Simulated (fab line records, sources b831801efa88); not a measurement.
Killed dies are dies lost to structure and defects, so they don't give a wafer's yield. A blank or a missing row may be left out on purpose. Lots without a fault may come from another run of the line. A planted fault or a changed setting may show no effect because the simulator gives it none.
A struck lot beside a sound one | flow sky130 | 15 steps out of a route of 708
Sound: wafers L534.1, L534.2, L534.6. Struck: wafers L543.1, L543.2, L543.3. The cause comes at the end.
At each step with rows: each side's tool, then ch and its chambers, then its first start. Under that, the readings that differ: sound wafers | struck wafers | difference of the means | sigmas: that difference in standard deviations of wafers without a fault.
alike: readings whose means differ by less than 2 such deviations, and words and numbers that are the same on both sides. not compared: withheld readings, readings that some wafer has no value for, bounds like >300 that may hide the same value, and numbers for which the record gives no deviation and whose values overlap.
The two part at a step that has a row with sigmas, a row that says differs or no value, or rows on one side only. Numbers that don't overlap but have no deviation are shown without sigmas and don't part them. A reading that every wafer of one side lacks parts them only if that side has two wafers or more.

first, 2 steps without rows for these wafers: SKY_LDD_HVP_PEB_05; SKY_LDD_HVP_DEVELOP_06 (develop time 57.81 s).
SKY_LDD_HVP_OVL_MEAS_07:
  sound on overlay-01, day 24 03:05; struck on overlay-01, day 27 08:31
  reading          | sound          | struck      | difference | sigmas
  LDD_HVP_OVL (nm) | -1.1 -1.5 -1.2 | 1.9 2.2 2.5 | +3.5       | +2
then, 1 step without rows for these wafers: SKY_LDD_HVP_IMPLANT_08.
SKY_LDD_HVP_STRIP_09: strips in O2/N2.
  sound on plasma_asher-01 ch 0,1, day 24 03:16; struck on plasma_asher-01 ch 0,1, day 27 08:42
  alike: drypump_motor_current_A, oes_product_au, strip_time_to_endpoint_s
  not compared: rf_hours_counter_h
SKY_LDD_HVP_TW_MEAS_10:
  sound on film_metro-04, day 24 03:22; struck on film_metro-04, day 27 08:48
  alike: LDD_HVP_TW
then, 6 steps without rows for these wafers: SKY_LDD_LDN_DEHYDRATE_00 (time 60 s); SKY_LDD_LDN_HMDS_01 (prime time 60 s); SKY_LDD_LDN_COAT_02 (resist thk 1140 nm); SKY_LDD_LDN_SOFTBAKE_03 (time 60 s); SKY_LDD_LDN_EXPOSE_04 (exposes mask LDNTM, target cd 700 nm); SKY_LDD_LDN_PEB_05.
SKY_LDD_LDN_DEVELOP_06: develop time 60 s.
  sound on litho_track-02 ch 0, day 25 08:52; struck on litho_track-01 ch 0, day 28 14:03
  reading              | sound             | struck            | difference | sigmas
  developer_temp_C (C) | 23.06 23.03 22.85 | 22.06 21.92 22.03 | -0.98      | -9
SKY_LDD_LDN_OVL_MEAS_07:
  sound on overlay-02, day 25 09:01; struck on overlay-01, day 28 14:12
  reading          | sound       | struck         | difference | sigmas
  LDD_LDN_OVL (nm) | 2.0 2.0 1.6 | -3.5 -1.5 -3.3 | -4.6       | -4
-- the record jumps here: 21 days lie between the struck wafers' starts before and after (it left off in module LDD_LDN and takes up again in module PAD_OPEN, whose first step shown is number 708 of the route) --
SKY_PAD_OPEN_PROBE_99:
  sound on prober-02, day 47 12:52; struck on prober-02, day 49 15:32
  alike: killed_at_M0_to_M3, killed_at_M4_up, killed_at_contacts, killed_at_front_end, killed_at_other, killed_dies, killed_open, killed_short

WHERE THEY PART
First at SKY_LDD_HVP_OVL_MEAS_07; last, within this record, at SKY_LDD_LDN_OVL_MEAS_07. Later steps at which nothing parts them and some readings are alike: SKY_PAD_OPEN_PROBE_99.

WHY: what the simulator had put in
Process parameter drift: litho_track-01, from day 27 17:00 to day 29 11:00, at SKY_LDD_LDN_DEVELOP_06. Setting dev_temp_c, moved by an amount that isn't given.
